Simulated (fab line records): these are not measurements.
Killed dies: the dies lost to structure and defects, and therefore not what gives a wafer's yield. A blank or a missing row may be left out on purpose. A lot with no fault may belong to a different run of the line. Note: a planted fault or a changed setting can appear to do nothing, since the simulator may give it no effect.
Which of the tools did it?    flow gf180mcu    13 lots, 39 wafers sampled, at 5 steps of a route of 602

WHAT THE GAUGES SHOWED, per wafer
GF_MVSD_OVL_MEAS_07. Usual: MVSD_OVL gives 1.6 nm (standard deviation 1.2).
lot   measured     on          MVSD_OVL (nm)  flag
L984  day 4 10:53  overlay-01  1.8 1.7 2.8    
L985  day 4 16:35  overlay-02  0.1 -0.4 1.1   
L986  day 4 22:41  overlay-02  2.2 3.9 2.1    
L987  day 5 04:17  overlay-01  0.4 0.8 1.4    
L989  day 5 15:12  overlay-02  -0.3 0.7 0.3   
L991  day 6 01:38  overlay-01  1.8 0.9 1.9    
L993  day 6 16:41  overlay-01  -0.5 2.9 0.6   
L994  day 6 20:50  overlay-01  1.5 1.6 -0.4   
L996  day 7 08:38  overlay-01  2.4 1.0 2.9    
L997  day 7 14:20  overlay-01  0.6 1.6 2.2    
L103  day 9 00:59  overlay-01  -0.8 0.0 0.0   
L104  day 9 06:32  overlay-02  - - -          OFF
L105  day 9 10:56  overlay-01  - - -          OFF

GF_VT_IMPLANT_RS_MEAS_46: uses a four-point probe to measure. Usual: MVSD_RS gives 457.1 ohm/sq (standard deviation 0.96).
lot   measured      on            MVSD_RS (ohm/sq)   flag
L984  day 7 12:57   filmMetro-02  455.4 455.4 455.3  
L985  day 7 19:55   filmMetro-02  458.1 458.1 458.4  
L986  day 8 01:57   filmMetro-04  457.2 457.4 457.1  
L987  day 8 08:48   filmMetro-03  457.7 456.8 456.2  
L989  day 8 21:39   filmMetro-04  458.4 458.1 457.5  
L991  day 9 11:08   filmMetro-03  457.8 458.5 456.8  
L993  day 10 02:23  filmMetro-04  457.3 457.0 457.1  
L994  day 10 07:50  filmMetro-02  458.5 456.9 457.9  
L996  day 10 21:05  filmMetro-02  456.6 456.2 456.2  
L997  day 11 02:03  filmMetro-03  457.9 456.5 457.7  
L103  day 12 20:56  filmMetro-04  457.8 456.5 456.8  
L104  day 13 03:47  filmMetro-03  456.9 458.5 455.3  
L105  day 13 09:46  filmMetro-04  456.0 455.9 456.9  

WHAT TOOL EACH LOT RAN ON (gives the tool, then ch and the chambers of the sampled wafers, and finally the start)
lot   GF_STI_STRIP_15                     GF_MVSD_DEVELOP_06               GF_MVPSD_STRIP_10
L984  plasmaAsher-03 ch 0,1, day 2 02:25  lithoTrack-02 ch 0, day 4 10:00  plasmaAsher-04 ch 0,1, day 5 01:16
L985  plasmaAsher-01 ch 0,1, day 2 06:32  lithoTrack-03 ch 0, day 4 16:00  plasmaAsher-03 ch 0,1, day 5 08:04
L986  plasmaAsher-02 ch 0,1, day 2 12:36  lithoTrack-02 ch 0, day 4 22:00  plasmaAsher-01 ch 0,1, day 5 13:38
L987  plasmaAsher-02 ch 0,1, day 2 17:24  lithoTrack-02 ch 0, day 5 04:00  plasmaAsher-04 ch 0,1, day 5 18:35
L989  plasmaAsher-02 ch 0,1, day 3 03:45  lithoTrack-01 ch 0, day 5 15:00  plasmaAsher-03 ch 0,1, day 6 06:46
L991  plasmaAsher-02 ch 0,1, day 3 13:54  lithoTrack-01 ch 0, day 6 01:00  plasmaAsher-03 ch 0,1, day 6 17:41
L993  plasmaAsher-02 ch 0,1, day 4 01:01  lithoTrack-03 ch 0, day 6 16:00  plasmaAsher-01 ch 0,1, day 7 08:46
L994  plasmaAsher-01 ch 0,1, day 4 04:58  lithoTrack-01 ch 0, day 6 20:00  plasmaAsher-03 ch 0,1, day 7 13:02
L996  plasmaAsher-02 ch 0,1, day 4 15:24  lithoTrack-03 ch 0, day 7 08:00  plasmaAsher-03 ch 0,1, day 8 00:53
L997  plasmaAsher-03 ch 0,1, day 4 21:33  lithoTrack-02 ch 0, day 7 14:00  plasmaAsher-04 ch 1, day 8 06:05
L103  plasmaAsher-01 ch 0,1, day 6 03:02  lithoTrack-02 ch 0, day 9 00:00  plasmaAsher-04 ch 0,1, day 9 18:40
L104  plasmaAsher-02 ch 0,1, day 6 09:06  lithoTrack-01 ch 0, day 9 06:00  plasmaAsher-04 ch 0,1, day 10 00:34
L105  plasmaAsher-02 ch 0,1, day 6 14:12  lithoTrack-01 ch 0, day 9 10:00  plasmaAsher-01 ch 0,1, day 10 04:35
- GF_STI_STRIP_15: strips in O2/N2.
- GF_MVSD_DEVELOP_06: develop time 60 s.
- GF_MVPSD_STRIP_10: strips in O2/N2.

WHAT THE TOOLS THEMSELVES READ (means of the sampled wafers that have a number; where no wafer has one, the mark that the record gives instead)
GF_STI_STRIP_15. Usual: drypumpMotorCurrentA 5.9 A, standard deviation 0.45; heaterPowerW 329 W, standard deviation 26; oesProductAu 0.383 a.u., standard deviation 0.0055; stripTimeToEndpointS 3.72 s, standard deviation 0.055.
lot   tool            drypumpMotorCurrentA (A)  heaterPowerW (W)  oesProductAu (a.u.)  stripTimeToEndpointS (s)  flag
L984  plasmaAsher-03  6.2                       339               0.389                3.80                      
L985  plasmaAsher-01  5.7                       330               0.379                3.74                      
L986  plasmaAsher-02  5.7                       330               0.383                3.73                      
L987  plasmaAsher-02  6.0                       330               0.383                3.72                      
L989  plasmaAsher-02  6.0                       329               0.379                3.65                      
L991  plasmaAsher-02  6.1                       332               0.385                3.67                      
L993  plasmaAsher-02  5.7                       329               0.379                3.70                      
L994  plasmaAsher-01  5.7                       332               0.383                3.71                      
L996  plasmaAsher-02  5.7                       333               0.384                3.72                      
L997  plasmaAsher-03  6.1                       339               0.381                3.70                      
L103  plasmaAsher-01  5.6                       342               0.380                3.72                      
L104  plasmaAsher-02  5.6                       326               0.383                3.67                      
L105  plasmaAsher-02  6.1                       331               0.388                3.75                      

GF_MVSD_DEVELOP_06. Usual: chillPlateTempC at 23.00 C, with a standard deviation of 0.11.
lot   tool           chillPlateTempC (C)  flag
L984  lithoTrack-02  23.03                
L985  lithoTrack-03  23.23                
L986  lithoTrack-02  22.73                
L987  lithoTrack-02  23.08                
L989  lithoTrack-01  23.02                
L991  lithoTrack-01  23.02                
L993  lithoTrack-03  22.99                
L994  lithoTrack-01  23.03                
L996  lithoTrack-03  23.06                
L997  lithoTrack-02  22.87                
L103  lithoTrack-02  23.03                
L104  lithoTrack-01  23.12                
L105  lithoTrack-01  22.94                

GF_MVPSD_STRIP_10. Usual: drypumpMotorCurrentA 5.8 A, standard deviation 0.46; heaterPowerW 311 W, standard deviation 36; oesProductAu 0.722 a.u., standard deviation 0.0047; stripTimeToEndpointS 36.96 s, standard deviation 0.094.
lot   tool            drypumpMotorCurrentA (A)  heaterPowerW (W)  oesProductAu (a.u.)  stripTimeToEndpointS (s)  flag
L984  plasmaAsher-04  5.7                       287               0.722                36.88                     
L985  plasmaAsher-03  6.1                       307               0.721                36.91                     
L986  plasmaAsher-01  5.6                       342               0.725                36.93                     
L987  plasmaAsher-04  5.2                       292               0.726                36.96                     
L989  plasmaAsher-03  6.2                       321               0.722                36.87                     
L991  plasmaAsher-03  6.1                       329               0.722                37.01                     
L993  plasmaAsher-01  5.6                       340               0.722                36.94                     
L994  plasmaAsher-03  6.2                       319               0.723                36.90                     
L996  plasmaAsher-03  6.0                       291               0.719                37.02                     
L997  plasmaAsher-04  6.0                       281               0.722                37.02                     
L103  plasmaAsher-04  5.2                       292               0.722                37.01                     
L104  plasmaAsher-04  5.7                       289               0.723                36.84                     
L105  plasmaAsher-01  5.6                       326               0.722                37.00                     

THE ANSWER, worked out from the rows above alone
Rule: lot off if the mean of its wafers having a number is beyond 3 standard deviations from the usual mean. Also off: a lot with no number at a reading for which 4 or more lots have one. Any other lot the step has rows for is counted as sound. First the gauges in route order, then the tools' own readings, where a lot's mean is used as printed above. The first step at which some lot is off is used, and at that step the reading that is off furthest; a lot without a number counts as furthest.
Off: at GF_MVSD_OVL_MEAS_07 (MVSD_OVL), L104, L105. Without a number there: L104, L105.
A tool fits if, at a process step before that reading, it ran every lot that is off, and no sound lot after the first of them. Those tools and the gauges at GF_MVSD_OVL_MEAS_07 are tried in the same way. 2 tools fit, plasmaAsher-02 at GF_STI_STRIP_15 and lithoTrack-01 at GF_MVSD_DEVELOP_06, so this cannot tell which one it is.

WHAT THE SIMULATOR HAD INSERTED
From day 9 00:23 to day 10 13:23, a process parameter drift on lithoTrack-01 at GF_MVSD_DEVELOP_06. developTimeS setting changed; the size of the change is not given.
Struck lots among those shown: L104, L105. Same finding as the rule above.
